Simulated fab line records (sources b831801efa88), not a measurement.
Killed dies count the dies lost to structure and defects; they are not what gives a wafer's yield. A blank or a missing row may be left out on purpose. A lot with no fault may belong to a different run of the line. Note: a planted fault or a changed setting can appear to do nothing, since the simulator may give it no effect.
Chamber matching -- flow sky130 -- cmp-02 running SKY_VIA3_CMP_02: 4 sister chambers
The step polishes SiO2. 8 wafers are shown with their chamber, then 8 later ones without.

## WAFERS, EACH WITH ITS CHAMBER
wafer,chamber,motorCurrentA (A)
L559.5,1,11.1
L572.1,3,12.6
L572.2,2,12.2
L572.4,0,10.6
L575.1,3,11.7
L575.3,2,12.5
L575.4,0,11.5
L576.1,1,11.2

## WAFERS MISSING THEIR CHAMBER
wafer,motorCurrentA (A)
L576.3,10.9
L576.6,12.4
L578.2,10.8
L578.4,12.3
L578.5,10.5
L579.1,11.7
L579.3,10.6
L579.6,12.6

## THE CHAMBER EACH PASSED THROUGH
wafer,from the rows above,in truth
L576.3,can't be placed: 0 or 1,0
L576.6,can't be placed: 2 or 3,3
L578.2,can't be placed: 0 or 1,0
L578.4,can't be placed: 2 or 3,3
L578.5,can't be placed: 0 or 1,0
L579.1,can't be placed: 3 or 1 or 0 or 2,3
L579.3,can't be placed: 0 or 1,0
L579.6,can't be placed: 2 or 3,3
Correctly placed: 0 of 8. Cannot be placed on the basis of these rows: 8; the candidates contain the true chamber in 8. Number placed wrongly: 0.
How it was worked out, from the rows above alone: a wafer's distance from a chamber is the root of the sum, over the readings, of the square of ((its reading less the chamber's mean) divided by the reading's scatter). If the next closest chamber is less than 2 further off than the closest, the wafer can't be placed; otherwise it belongs to the closest. For every chamber, the mean is computed from those of its wafers that are shown. How the scatter is found: for the shown wafers, subtract from each reading the mean of its chamber, square and add these, divide the total by (wafers less chambers), then take the root.
